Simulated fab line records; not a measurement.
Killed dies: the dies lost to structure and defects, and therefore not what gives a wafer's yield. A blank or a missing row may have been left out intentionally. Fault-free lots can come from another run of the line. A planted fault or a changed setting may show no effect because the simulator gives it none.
Chamber matching	flow sky130	SKY_METAL4_ETCH_17 on rie diel-03: 4 sister chambers
The step etches SiO2 in C4F8/O2/Ar, stops on TiN, time 3.9 s, target depth 15 nm. 8 wafers are shown with their chamber, then 8 later ones without.

WAFERS WITH THEIR CHAMBER
wafer	chamber	oes product au (a.u.)
L087.3	0	0.750
L088.1	2	0.755
L088.2	0	0.762
L088.3	1	0.755
L090.2	2	0.754
L090.3	3	0.758
L090.5	1	0.749
L091.2	3	0.757

WAFERS MISSING THEIR CHAMBER
wafer	oes product au (a.u.)
L091.5	0.757
L091.6	0.762
L092.1	0.746
L092.2	0.743
L092.5	0.751
L097.2	0.746
L097.5	0.760
L097.6	0.754

CHAMBER TAKEN BY EACH
wafer	from the rows above	in truth
L091.5	can't be placed: 3 or 0 or 2 or 1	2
L091.6	can't be placed: 3 or 0 or 2 or 1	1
L092.1	can't be placed: 1 or 2 or 0 or 3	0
L092.2	can't be placed: 1 or 2 or 0 or 3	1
L092.5	can't be placed: 1 or 2 or 0 or 3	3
L097.2	can't be placed: 1 or 2 or 0 or 3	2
L097.5	can't be placed: 3 or 0 or 2 or 1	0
L097.6	can't be placed: 2 or 0 or 1 or 3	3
Placed correctly: 0 of 8. Not placeable from these rows: 8 (in 8, the candidates include the true chamber). 0 placed wrongly.
How it was worked out, from the rows above alone: a wafer's distance from a chamber is the root of the sum, over the readings, of the square of ((its reading less the chamber's mean) divided by the reading's scatter). If the next closest chamber is less than 2 further off than the closest, the wafer can't be placed; otherwise it belongs to the closest. Each chamber's mean is taken over the wafers shown for it. The scatter is the square root of a quotient: the sum, over the shown wafers, of each reading's squared deviation from its chamber's mean, divided by wafers minus chambers.
